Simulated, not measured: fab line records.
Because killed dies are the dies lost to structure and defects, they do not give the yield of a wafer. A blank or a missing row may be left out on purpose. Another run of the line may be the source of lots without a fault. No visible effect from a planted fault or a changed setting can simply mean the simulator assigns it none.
Matching of chambers -- flow sky130 -- SKY_VIA2_HDPCVD_00 on hdpcvd-01 has 3 sister chambers
The step deposits SiO2, target thk 1180 nm, time 196.7 s. 6 wafers are shown with their chamber, then 10 later ones without.

WAFERS WITH THEIR CHAMBER
wafer,chamber,susceptorTempC (C)
L340.3,1,399.89
L344.2,2,399.94
L344.4,1,400.06
L344.6,0,400.32
L345.1,0,400.11
L345.3,2,399.78

WAFERS WITH NO CHAMBER GIVEN
wafer,susceptorTempC (C)
L345.4,399.64
L350.2,400.08
L350.5,399.95
L350.6,400.15
L351.4,400.23
L351.5,400.05
L351.6,400.09
L352.2,400.31
L352.5,400.30
L352.6,400.44

EACH ONE'S CHAMBER
wafer,from the rows above,in truth
L345.4,can't be placed: 2 or 1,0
L350.2,can't be placed: 1 or 0 or 2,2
L350.5,can't be placed: 1 or 2 or 0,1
L350.6,can't be placed: 0 or 1 or 2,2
L351.4,can't be placed: 0 or 1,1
L351.5,can't be placed: 1 or 0 or 2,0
L351.6,can't be placed: 1 or 0 or 2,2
L352.2,can't be placed: 0 or 1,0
L352.5,can't be placed: 0 or 1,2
L352.6,can't be placed: 0 or 1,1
Correctly placed: 0 of 10. From these rows, 10 cannot be placed; in 8 the true chamber is one of the candidates. Wrongly placed: 0.
How it was worked out, from the rows above alone: a wafer's distance from a chamber is the root of the sum, over the readings, of the square of ((its reading less the chamber's mean) divided by the reading's scatter). If the next closest chamber is less than 2 further off than the closest, the wafer can't be placed; otherwise it belongs to the closest. The mean given for a chamber averages the wafers shown for that chamber. The scatter: the root of (the sum of the squares of (reading less its chamber's mean) over the shown wafers, divided by (wafers less chambers)).
